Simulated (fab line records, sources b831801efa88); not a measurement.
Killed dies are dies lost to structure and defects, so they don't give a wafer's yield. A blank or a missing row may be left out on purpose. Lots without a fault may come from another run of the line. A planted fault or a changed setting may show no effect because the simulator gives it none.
fab line records | flow sky130 | part 2 of 2: steps 34 to 45 of 45
record lots=5 wafers=15 last_day=50
route steps=708 shown LDD_HVP@279 LDD_LDN@289 SPACER@304 POLY_CUT@307 SD_P@320
lots that met no fault: from a run of the same line without faults
start_h: hours from the record's first day to the start of the lot's first wafer shown | wait_h: hours since the lot's step before | " the same as in the row above | L1.1+2: a row that stands for several wafers | - no value, or no start given | * or withheld: withheld | < > ~ a bound
route shown NAME@n: a module of which the file shows steps, and the number in the route of the first | usual: mean/standard deviation of fault-free wafers | same: alike in all rows | chamber/n: place in a boat | sites: the reading at each site | _std_site: their standard deviation | _edge_site: outer sites' mean less inner sites' | radius_mm: how far each site lies from the wafer's centre | mask NAME#n: copy n | behind: the tool/chamber that last shaped the wafer | hold: why the lot was held/for how many hours/how that ended | device: the transistor (n, p or np) that didn't switch | end of line: the same wafers' tests at the end of the route | a step without rows: its recipe alone | killed: dies lost to structure and defects at the first sort, not the wafer's yield | map: a wafer's dies, x killed, . not, _ none there
set.NAME: the setting as run; set.NAME@STEP: as run at that earlier step | model.NAME: the simulator's own value behind a step, which no gauge read
lots at some steps of the route; a table a step, a row a wafer
services: from which hour (start_h, from the record's first day; less than 0 if before it) a tool's chamber was out of use, for how many hours, and why
## steps
# step SKY_POLY_CUT_EXPOSE_05
# recipe mask_id=NPCM na=0.8 source_shape=annular sigma_inner=0.55 sigma_outer=0.85 target_cd_nm=270 dose_mj=32
# usual focus_offset_nm=0.0/0.46
# columns lot.wafer tool chamber start_h wait_h mask focus_offset_nm
L074.2 krf_scanner-02 0 - - NPCM#0 -0.6
L074.3 " 0 " " NPCM#0 -0.3
L074.5 " 0 " " NPCM#0 0.0
L078.1 krf_scanner-02 0 - - NPCM#0 0.0
L078.2 " 0 " " NPCM#0 0.1
L078.3 " 0 " " NPCM#0 0.2
L090.2 krf_scanner-01 0 - - NPCM#0 -0.2
L090.3 " 0 " " NPCM#0 -0.4
L090.6 " 0 " " NPCM#0 0.9
L088.2 krf_scanner-02 0 - - NPCM#0 -0.2
L088.4 " 0 " " NPCM#0 0.0
L088.5 " 0 " " NPCM#0 0.2
L096.2 krf_scanner-01 0 - - NPCM#0 -0.2
L096.3 " 0 " " NPCM#0 0.1
L096.4 " 0 " " NPCM#0 -0.1
# step SKY_POLY_CUT_PEB_06
# recipe peb_temp_c=withheld peb_time_s=withheld resist=KrF-thick
# columns lot.wafer tool chamber start_h wait_h
L074.2+3+5 litho_track-04 0 - -
L078.1+2+3 litho_track-02 0 - -
L090.2+3+6 litho_track-04 0 - -
L088.2+4+5 litho_track-03 0 - -
L096.2+3+4 litho_track-04 0 - -
# step SKY_POLY_CUT_DEVELOP_07
# recipe develop_time_s=60 resist=KrF-thick dev_temp_c=21
# columns lot.wafer tool chamber start_h wait_h
L074.2+3+5 litho_track-04 0 - -
L078.1+2+3 litho_track-02 0 - -
L090.2+3+6 litho_track-04 0 - -
L088.2+4+5 litho_track-03 0 - -
L096.2+3+4 litho_track-04 0 - -
# step SKY_POLY_CUT_CD_MEAS_08
# recipe target_cd_nm=270
# usual cd_nm=270.1/1.3
# columns lot.wafer tool chamber start_h wait_h cd_nm
L074.2 cd_sem-02 - 553.41 - 269.5
L074.3 " - " " 270.7
L074.5 " - " " 269.3
L078.1 cd_sem-01 - 582.05 - 268.0
L078.2 " - " " 268.7
L078.3 " - " " 269.5
L090.2 cd_sem-01 - 702.86 - 269.8
L090.3 " - " " 269.8
L090.6 " - " " 268.9
L088.2 cd_sem-01 - 711.55 - 271.8
L088.4 " - " " 272.0
L088.5 " - " " 271.2
L096.2 cd_sem-01 - 741.16 - 268.3
L096.3 " - " " 267.9
L096.4 " - " " 268.5
# step SKY_POLY_CUT_OVL_MEAS_09
# usual POLY_CUT_OVL=2/6
# columns lot.wafer tool chamber start_h wait_h POLY_CUT_OVL[nm]
L074.2 overlay-01 - 553.51 0.1 -1
L074.3 " - " " 6
L074.5 " - " " 11
L078.1 overlay-01 - 582.17 0.1 6
L078.2 " - " " 9
L078.3 " - " " 6
L090.2 overlay-02 - 702.96 0.1 -7
L090.3 " - " " 3
L090.6 " - " " -9
L088.2 overlay-02 - 711.66 0.1 3
L088.4 " - " " 1
L088.5 " - " " -6
L096.2 overlay-02 - 741.26 0.1 13
L096.3 " - " " 2
L096.4 " - " " 13
# step SKY_POLY_CUT_ETCH_10
# recipe chemistry=N2/H2 target=BARC ion_energy_ev=200 source_w=500 bias_w=100 pressure_mtorr=30 n2_flow_sccm=100 h2_flow_sccm=200 stop_on=SiO2 time_s=45.9 target_depth_a=600
# usual drypump_motor_current_A=5.8/0.52 oes_product_au=0.854/0.0046 throttle_valve_pct=13.226/0.0091
# columns lot.wafer tool chamber start_h wait_h drypump_motor_current_A oes_product_au rf_hours_counter_h throttle_valve_pct
L074.2 rie_diel-01 2 553.54 0.0 5.7 0.861 3 13.221
L074.3 " 0 " " 6.6 0.849 11 13.234
L074.5 " 1 " " 6.4 0.845 - 13.234
L078.1 rie_diel-01 0 582.21 0.0 6.6 0.862 11 13.214
L078.2 " 2 " " 5.7 0.861 3 13.211
L078.3 " 1 " " 6.4 0.857 12 13.225
L090.2 rie_diel-04 3 702.99 0.0 4.9 0.854 0 13.224
L090.3 " 0 " " 6.0 0.858 15 13.226
L090.6 " 0 " " 6.0 0.846 - 13.233
L088.2 rie_diel-04 2 711.69 0.0 5.6 0.856 5 13.221
L088.4 " 0 " " 6.0 0.854 16 13.224
L088.5 " 0 " " 6.0 0.850 - 13.222
L096.2 rie_diel-04 2 741.29 0.0 5.6 0.849 6 13.229
L096.3 " 1 " " 5.7 0.852 18 13.224
L096.4 " 0 " " 6.0 0.856 17 13.232
# step SKY_POLY_CUT_ETCH_11
# recipe target=Si3N4 chemistry=CF4/CH2F2/Ar stop_on=poly-Si source_w=600 bias_w=150 pressure_mtorr=40 cf4_flow_sccm=40 ch2f2_flow_sccm=20 Ar_flow_sccm=150 time_s=42.5 target_depth_a=600
# usual drypump_motor_current_A=5.8/0.53 oes_product_au=0.830/0.0056 throttle_valve_pct=14.994/0.0089
# columns lot.wafer tool chamber start_h wait_h drypump_motor_current_A oes_product_au rf_hours_counter_h throttle_valve_pct
L074.2 rie_diel-01 2 553.59 0.0 5.7 0.840 3 14.997
L074.3 " 0 " " 6.6 0.828 11 14.998
L074.5 " 1 " " 6.3 0.837 - 15.000
L078.1 rie_diel-01 0 582.25 0.0 6.6 0.830 11 14.983
L078.2 " 2 " " 5.7 0.827 3 14.991
L078.3 " 1 " " 6.4 0.819 12 14.983
L090.2 rie_diel-04 3 703.04 0.0 4.9 0.818 0 15.000
L090.3 " 0 " " 6.0 0.826 15 14.988
L090.6 " 0 " " 6.0 0.819 - 14.989
L088.2 rie_diel-04 2 711.73 0.0 5.6 0.828 5 15.009
L088.4 " 0 " " 6.0 0.819 16 15.007
L088.5 " 0 " " 6.0 0.828 - 14.991
L096.2 rie_diel-04 2 741.34 0.0 5.7 0.831 6 15.001
L096.3 " 1 " " 5.6 0.837 18 15.002
L096.4 " 0 " " 6.0 0.817 17 14.984
# step SKY_POLY_CUT_STRIP_12
# recipe chemistry=O2/N2 power_w=1400 pressure_mtorr=1500 platen_temp_c=withheld o2_flow_sccm=3000 n2_flow_sccm=300 overash_fraction=0.5
# usual drypump_motor_current_A=6.0/0.46 oes_product_au=0.452/0.0047 strip_time_to_endpoint_s=5.354/0.017
# columns lot.wafer tool chamber start_h wait_h drypump_motor_current_A oes_product_au rf_hours_counter_h strip_time_to_endpoint_s
L074.2 plasma_asher-03 0 553.63 0.0 5.6 0.447 13 5.345
L074.3 " 1 " " 6.3 0.450 - 5.370
L074.5 " 1 " " 6.3 0.453 - 5.346
L078.1 plasma_asher-02 0 582.29 0.0 5.8 0.448 73 5.357
L078.2 " 1 " " 6.2 0.438 73 5.329
L078.3 " 1 " " 6.2 0.449 - 5.359
L090.2 plasma_asher-02 0 703.08 0.0 5.8 0.452 84 5.366
L090.3 " 0 " " 5.8 0.449 - 5.341
L090.6 " 1 " " 6.1 0.453 - 5.335
L088.2 plasma_asher-02 0 711.77 0.0 5.9 0.461 85 5.340
L088.4 " 0 " " 5.9 0.457 - 5.343
L088.5 " 0 " " 5.9 0.455 - 5.348
L096.2 plasma_asher-03 0 741.38 0.0 5.7 0.449 32 5.367
L096.3 " 1 " " 6.3 0.448 - 5.374
L096.4 " 0 " " 5.7 0.451 - 5.362
# step SKY_SD_P_DEHYDRATE_00
# recipe temp_c=200 time_s=60
# columns lot.wafer tool chamber start_h wait_h
L074.2+3+5 litho_track-04 0 567.91 14.3
L078.1+2+3 litho_track-02 0 596.35 14.0
L090.2+3+6 litho_track-04 0 716.16 13.1
L088.2+4+5 litho_track-01 0 725.43 13.6
L096.2+3+4 litho_track-04 0 754.71 13.3
# step SKY_SD_P_HMDS_01
# recipe prime_time_s=60 prime_temp_c=120
# columns lot.wafer tool chamber start_h wait_h
L074.2+3+5 litho_track-04 0 568.06 0.1
L078.1+2+3 litho_track-02 0 596.50 0.1
L090.2+3+6 litho_track-04 0 716.31 0.1
L088.2+4+5 litho_track-01 0 725.58 0.1
L096.2+3+4 litho_track-04 0 754.86 0.1
# step SKY_SD_P_COAT_02
# recipe resist=NOVOLAK spin_rpm=3000 resist_thk_nm=1140
# columns lot.wafer tool chamber start_h wait_h
L074.2+3+5 litho_track-04 0 568.21 0.1
L078.1+2+3 litho_track-02 0 596.65 0.1
L090.2+3+6 litho_track-04 0 716.46 0.1
L088.2+4+5 litho_track-01 0 725.73 0.1
L096.2+3+4 litho_track-04 0 755.01 0.1
# step SKY_SD_P_SOFTBAKE_03
# recipe temp_c=90 time_s=60 resist=NOVOLAK
# columns lot.wafer tool chamber start_h wait_h
L074.2+3+5 litho_track-04 0 568.36 0.1
L078.1+2+3 litho_track-02 0 596.80 0.1
L090.2+3+6 litho_track-04 0 716.61 0.1
L088.2+4+5 litho_track-01 0 725.88 0.1
L096.2+3+4 litho_track-04 0 755.16 0.1
## services
# columns tool chamber start_h hours kind
plasma_asher-02 - 455.86 28.1 pm
implanter-01 - 461.47 3.6 pm
iline_stepper-01 - 466.94 1.7 pm
implanter-04 - 468.76 1.0 repair
rie_diel-04 - 480.27 0.7 repair
plasma_asher-03 - 487.14 0.8 repair
implanter-02 - 490.60 3.0 repair
iline_stepper-01 - 494.69 2.1 pm
plasma_asher-01 - 497.35 7.7 repair
rie_diel-01 1 510.31 1.7 repair
rie_diel-04 - 512.88 14.6 pm
implanter-02 - 528.85 5.5 pm
implanter-02 - 549.29 6.5 repair
implanter-04 - 551.00 4.1 pm
rie_diel-04 0 589.71 9.3 repair
iline_stepper-02 - 590.19 1.7 pm
plasma_asher-02 - 596.10 1.3 repair
rie_diel-04 2 650.28 19.7 repair
implanter-04 - 667.40 10.4 repair
iline_stepper-02 - 678.00 2.1 pm
rie_diel-04 2 688.98 5.5 repair
implanter-02 - 706.60 3.0 pm
plasma_asher-01 - 750.55 6.6 repair
implanter-04 - 754.00 1.6 repair
